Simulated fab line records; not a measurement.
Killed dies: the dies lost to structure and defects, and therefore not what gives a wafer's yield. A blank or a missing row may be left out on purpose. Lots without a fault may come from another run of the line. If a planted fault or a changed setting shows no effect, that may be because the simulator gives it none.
The tool behind it: which one? + flow gf180mcu + Sampling: 11 lots, 33 wafers, 5 of 602 route steps

## WHAT THE GAUGES READ, wafer by wafer
GF_TOP_METAL_THK_MEAS_06: measures by xrf. Usual: TOP_METAL_ALCU_THK 900 nm, standard deviation 13.
| lot  | measured     | on            | TOP_METAL_ALCU_THK (nm) | flag |
|------|--------------|---------------|-------------------------|------|
| L245 | day 28 13:13 | film metro-02 | 899 889 915             |      |
| L246 | day 28 22:16 | film metro-03 | 907 891 899             |      |
| L247 | day 29 13:44 | film metro-02 | 906 901 900             |      |
| L250 | day 30 01:14 | film metro-03 | 892 899 902             |      |
| L251 | day 30 07:53 | film metro-04 | 909 895 901             |      |
| L252 | day 30 12:32 | film metro-02 | 918 925 929             |      |
| L253 | day 30 15:45 | film metro-04 | 871 897 873             |      |
| L254 | day 31 06:50 | film metro-03 | 898 904 891             |      |
| L257 | day 31 19:30 | film metro-02 | 898 905 916             |      |
| L259 | day 32 07:10 | film metro-04 | 910 908 911             |      |
| L265 | day 33 20:05 | film metro-03 | 916 892 901             |      |

GF_PASSIVATION_THK_MEAS_01. Usual: PASSIVATION_CVD_00_THK 1004 nm, standard deviation 13.
| lot  | measured     | on            | PASSIVATION_CVD_00_THK (nm)   | flag |
|------|--------------|---------------|-------------------------------|------|
| L245 | day 29 08:53 | film metro-03 | 1002 1002 1023                |      |
| L246 | day 29 18:28 | film metro-03 | 996 998 1009                  |      |
| L247 | day 30 09:23 | film metro-03 | 1018 1019 1018                |      |
| L250 | day 30 20:20 | film metro-02 | 969 981 1011                  |      |
| L251 | day 31 02:35 | film metro-03 | 1006 1018 996                 |      |
| L252 | day 31 07:55 | film metro-02 | 986 1010 1004                 |      |
| L253 | day 31 10:47 | film metro-02 | 1003 996 1004                 |      |
| L254 | day 32 00:23 | film metro-03 | 1001 987 1012                 |      |
| L257 | day 32 13:14 | film metro-02 | 1106 1108 1113 1108 1107 1112 | OFF  |
| L259 | day 33 00:24 | film metro-03 | 1095 1122 1121 1095 1122 1121 | OFF  |
| L265 | day 34 10:32 | film metro-03 | 980 974 1014                  |      |

GF_PASSIVATION_THK_MEAS_03. Usual: PASSIVATION_CVD_02_THK 697 nm, standard deviation 11.
| lot  | measured     | on            | PASSIVATION_CVD_02_THK (nm) | flag |
|------|--------------|---------------|-----------------------------|------|
| L245 | day 29 09:14 | film metro-03 | 710 691 707                 |      |
| L246 | day 29 18:49 | film metro-01 | 700 693 713                 |      |
| L247 | day 30 09:44 | film metro-02 | 707 724 729                 |      |
| L250 | day 30 20:40 | film metro-01 | 682 688 686                 |      |
| L251 | day 31 02:56 | film metro-02 | 704 702 723                 |      |
| L252 | day 31 08:16 | film metro-01 | 687 683 689                 |      |
| L253 | day 31 11:08 | film metro-02 | 695 703 704                 |      |
| L254 | day 32 00:43 | film metro-02 | 688 674 703                 |      |
| L257 | day 32 16:50 | film metro-02 | 683 697 702                 |      |
| L259 | day 33 03:16 | film metro-03 | 691 701 713                 |      |
| L265 | day 34 10:53 | film metro-03 | 693 688 701                 |      |

## WHICH TOOL RAN EACH LOT (tool, then ch and the chambers of the sampled wafers, then the start)
| lot  | GF_TOP_METAL_SPUTTER_00      | GF_PASSIVATION_CVD_00           |
|------|------------------------------|---------------------------------|
| L245 | pvd sputter-01, day 28 12:52 | pecvd-04 ch 0,1, day 29 08:49   |
| L246 | pvd sputter-01, day 28 21:55 | pecvd-04 ch 0,1, day 29 18:23   |
| L247 | pvd sputter-01, day 29 13:24 | pecvd-04 ch 0,1,2, day 30 09:18 |
| L250 | pvd sputter-02, day 30 00:53 | pecvd-01 ch 0,1, day 30 20:15   |
| L251 | pvd sputter-03, day 30 07:31 | pecvd-01 ch 0,1,2, day 31 02:31 |
| L252 | pvd sputter-03, day 30 12:12 | pecvd-04 ch 0,1,2, day 31 07:50 |
| L253 | pvd sputter-01, day 30 15:21 | pecvd-04 ch 0,1,2, day 31 10:41 |
| L254 | pvd sputter-02, day 31 06:29 | pecvd-02 ch 1,2, day 32 00:17   |
| L257 | pvd sputter-01, day 31 19:09 | pecvd-04 ch 0,1, day 32 13:09   |
| L259 | pvd sputter-02, day 32 06:48 | pecvd-04 ch 0,1, day 33 00:18   |
| L265 | pvd sputter-02, day 33 19:45 | pecvd-01 ch 0,1,2, day 34 10:28 |
- GF_TOP_METAL_SPUTTER_00: material Ti, target thk 37.5 nm, time 150 s.
- GF_PASSIVATION_CVD_00: deposits SiO2 from TEOS, target thk 1000 nm, time 111.95 s.

## AS READ BY THE TOOLS THEMSELVES (means over the sampled wafers that have a number; for cases with no such wafer, the mark the record gives instead)
GF_TOP_METAL_SPUTTER_00. Usual: cathode dc power W 4000.0 W, standard deviation 0.71; chamber pressure pa 2.000 Pa, standard deviation 0.0045; throttle valve pct 30.3 %, standard deviation 0.88.
| lot  | tool           | cathode dc power W (W) | chamber pressure pa (Pa) | throttle valve pct (%) | flag |
|------|----------------|------------------------|--------------------------|------------------------|------|
| L245 | pvd sputter-01 | 3999.6                 | 2.003                    | 29.5                   |      |
| L246 | pvd sputter-01 | 4000.9                 | 1.999                    | 30.1                   |      |
| L247 | pvd sputter-01 | 4000.0                 | 2.000                    | 30.2                   |      |
| L250 | pvd sputter-02 | 3999.5                 | 2.000                    | 30.1                   |      |
| L251 | pvd sputter-03 | 3999.9                 | 2.002                    | 30.3                   |      |
| L252 | pvd sputter-03 | 3999.5                 | 2.000                    | 30.3                   |      |
| L253 | pvd sputter-01 | 4000.2                 | 2.001                    | 30.6                   |      |
| L254 | pvd sputter-02 | 4000.4                 | 2.003                    | 30.9                   |      |
| L257 | pvd sputter-01 | 4000.8                 | 1.999                    | 29.9                   |      |
| L259 | pvd sputter-02 | 4000.3                 | 1.995                    | 30.8                   |      |
| L265 | pvd sputter-02 | 4000.4                 | 2.003                    | 31.3                   |      |

GF_PASSIVATION_CVD_00. Usual: heater power w 703 W, standard deviation 78; rf fwd power W 597.5 W, standard deviation 1.7.
| lot  | tool     | heater power w (W) | rf fwd power W (W) | flag |
|------|----------|--------------------|--------------------|------|
| L245 | pecvd-04 | 643                | 598.3              |      |
| L246 | pecvd-04 | 649                | 597.2              |      |
| L247 | pecvd-04 | 716                | 597.4              |      |
| L250 | pecvd-01 | 731                | 595.9              |      |
| L251 | pecvd-01 | 747                | 595.7              |      |
| L252 | pecvd-04 | 718                | 598.8              |      |
| L253 | pecvd-04 | 669                | 597.6              |      |
| L254 | pecvd-02 | 674                | 596.8              |      |
| L257 | pecvd-04 | 530                | 838.8              | OFF  |
| L259 | pecvd-04 | 589                | 837.3              | OFF  |
| L265 | pecvd-01 | 752                | 595.9              |      |

## THE ANSWER, worked out from the rows above alone
Rule: a lot is off if the mean of its wafers that have a number lies more than 3 standard deviations from the usual mean. A lot without any number at a reading at which 4 lots or more have one is off too. All remaining lots with rows at the step are treated as sound. After the gauges, taken in route order, come the tools' own readings; for these a lot's mean is taken, as printed above. At the first step where some lot is off, the reading lying furthest off is the one used; lots without a number count as furthest.
Off: at GF_PASSIVATION_THK_MEAS_01 (PASSIVATION_CVD_00_THK), L257, L259.
If a tool, at a process step before that reading, ran all the lots that are off and no sound lot after the first of them, it fits. Not tried: the gauges at GF_PASSIVATION_THK_MEAS_01; whatever is off there is also off at GF_PASSIVATION_CVD_00, on other tools, and gauge error can't account for it. One fits: GF_PASSIVATION_CVD_00 on pecvd-04. A fault onset in the window from L253 (day 31 10:41, its last sound lot) to L257 (day 32 13:09, its first lot off) fits.
On the lots that are off, the tool's own readings at GF_PASSIVATION_CVD_00 differ by more than 5 times the standard deviation of the sound lots' means, which bears it out; rf fwd power W reads 838.0 W there versus 597.1 W on the sound lots.

## WHAT HAD BEEN PUT IN BY THE SIMULATOR
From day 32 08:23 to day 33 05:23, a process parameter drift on pecvd-04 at GF_PASSIVATION_CVD_00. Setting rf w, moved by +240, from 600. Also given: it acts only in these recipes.
Lots struck among those shown: L257, L259. The rule given above showed the same thing.
